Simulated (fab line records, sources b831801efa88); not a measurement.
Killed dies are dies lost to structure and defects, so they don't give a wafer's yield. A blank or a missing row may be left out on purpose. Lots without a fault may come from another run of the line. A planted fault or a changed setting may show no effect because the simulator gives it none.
A struck lot beside a sound one | flow gf180mcu | 17 steps out of a route of 602
Sound: wafers L706.3, L706.4, L706.6. Struck: wafers L715.2, L715.4, L715.5. The cause comes at the end.
At each step with rows: each side's tool, then ch and its chambers, then its first start. Under that, the readings that differ: sound wafers | struck wafers | difference of the means | sigmas: that difference in standard deviations of wafers without a fault.
alike: readings whose means differ by less than 2 such deviations, and words and numbers that are the same on both sides. not compared: withheld readings, readings that some wafer has no value for, bounds like >300 that may hide the same value, and numbers for which the record gives no deviation and whose values overlap.
The two part at a step that has a row with sigmas, a row that says differs or no value, or rows on one side only. Numbers that don't overlap but have no deviation are shown without sigmas and don't part them. A reading that every wafer of one side lacks parts them only if that side has two wafers or more.

GF_STI_ETCH_14: etches Si in HBr/Cl2/O2, target depth 360 nm, time 102.9 s.
  sound on rie_si-01 ch 0,2, day 4 17:23; struck on rie_si-01 ch 0,1,3, day 6 14:35
  alike: HBr_flow_sccm, O2_flow_sccm, bias_w, chamber_pressure_mTorr, drypump_motor_current_A, oes_product_au, throttle_valve_pct
  not compared: rf_hours_counter_h
GF_STI_STRIP_15: strips in O2/N2.
  sound on plasma_asher-01 ch 0,1, day 4 17:29; struck on plasma_asher-01 ch 0,1, day 6 14:39
  reading               | sound             | struck            | difference | sigmas
  oes_product_au (a.u.) | 0.393 0.397 0.399 | 0.389 0.381 0.382 | -0.012     | -2
  alike: chamber_pressure_mTorr, drypump_motor_current_A, heater_power_w, strip_time_to_endpoint_s
  not compared: rf_hours_counter_h
then, 6 steps without rows for these wafers: GF_STI_CLEAN_16 (cleans in dHF, time 25 s); GF_STI_WET_ETCH_17 (etches Si3N4 in H3PO4, target depth 45 nm, time 514 s); GF_STI_CLEAN_18 (cleans in SC1/SC2, time 150 s); GF_STI_CLEAN_19 (cleans in dHF, time 20 s); GF_STI_WET_ETCH_20 (etches SiO2 in dHF, target depth 20 nm, time 400 s); GF_STI_OXIDATION_21 (stabilise 600 s, purge 300 s, target thk 15 nm).
GF_STI_THK_MEAS_22:
  sound on film_metro-02, day 4 19:03; struck on film_metro-01, day 6 18:11
  alike: STI_OXIDATION_01_THK
then, 1 step without rows for these wafers: GF_STI_CVD_23 (deposits SiO2, target thk 650 nm, time 108.3 s).
GF_STI_THK_MEAS_24:
  sound on film_metro-03, day 4 19:11; struck on film_metro-03, day 6 18:19
  alike: STI_CVD_23_THK
GF_STI_CMP_25: polishes, stops on Si3N4, t overpolish 30.48 s, target thk 524.6 nm.
  sound on cmp-01 ch 0,1,3, day 4 19:20; struck on cmp-02 ch 1,2, day 6 18:22
  alike: motor_current_A, overpolish_run_s, time_to_endpoint_s
GF_STI_WET_ETCH_26: etches SiO2 in dHF, target depth 94 nm, time 188 s.
  sound on wet_bench-03 ch 3, day 4 19:32; struck on wet_bench-02 ch 2, day 6 18:40
  no value came back on the struck wafers for bath_heat_duty_pct (%), run_length_s (s); on the sound wafers bath_heat_duty_pct (%) reads 6.1 6.0 6.7
  reading                               | sound           | struck            | difference | sigmas
  model.SiO2_of_STI_CVD_23.thk_nm (nm)  | 432 431.1 432.7 | 523.6 522.8 523.7 | +91.4      |
  model.Si3N4_of_STI_CVD_03.thk_nm (nm) | 149.7 149 149.3 | 159.3 158.8 158.6 | +9.6       |
then, 1 step without rows for these wafers: GF_STI_WET_ETCH_27 (etches Si3N4 in H3PO4, target depth 160 nm, time 1825 s).
GF_STI_WET_ETCH_28: etches SiO2 in dHF, target depth 20 nm, time 40 s.
  sound on wet_bench-02 ch 1, day 4 20:06; struck on wet_bench-04 ch 3, day 6 19:17
  reading                              | sound             | struck            | difference | sigmas
  model.SiO2_of_STI_CVD_23.thk_nm (nm) | 404.9 403.9 405.6 | 496.3 495.5 496.2 | +91.2      |
  alike: bath_heat_duty_pct, run_length_s
then, 1 step without rows for these wafers: GF_STI_OXIDATION_29 (stabilise 600 s, purge 300 s, target thk 10 nm).
-- the record jumps here: 28 days lie between the struck wafers' starts before and after (it left off in module STI and takes up again in module PASSIVATION, whose first step shown is number 602 of the route) --
GF_PASSIVATION_PROBE_99:
  the record has rows for the struck wafers here (prober-02, day 34 21:56) and none for the sound ones

WHERE THEY PART
First at GF_STI_STRIP_15; last, within this record, at GF_PASSIVATION_PROBE_99.

WHY: what the simulator had put in
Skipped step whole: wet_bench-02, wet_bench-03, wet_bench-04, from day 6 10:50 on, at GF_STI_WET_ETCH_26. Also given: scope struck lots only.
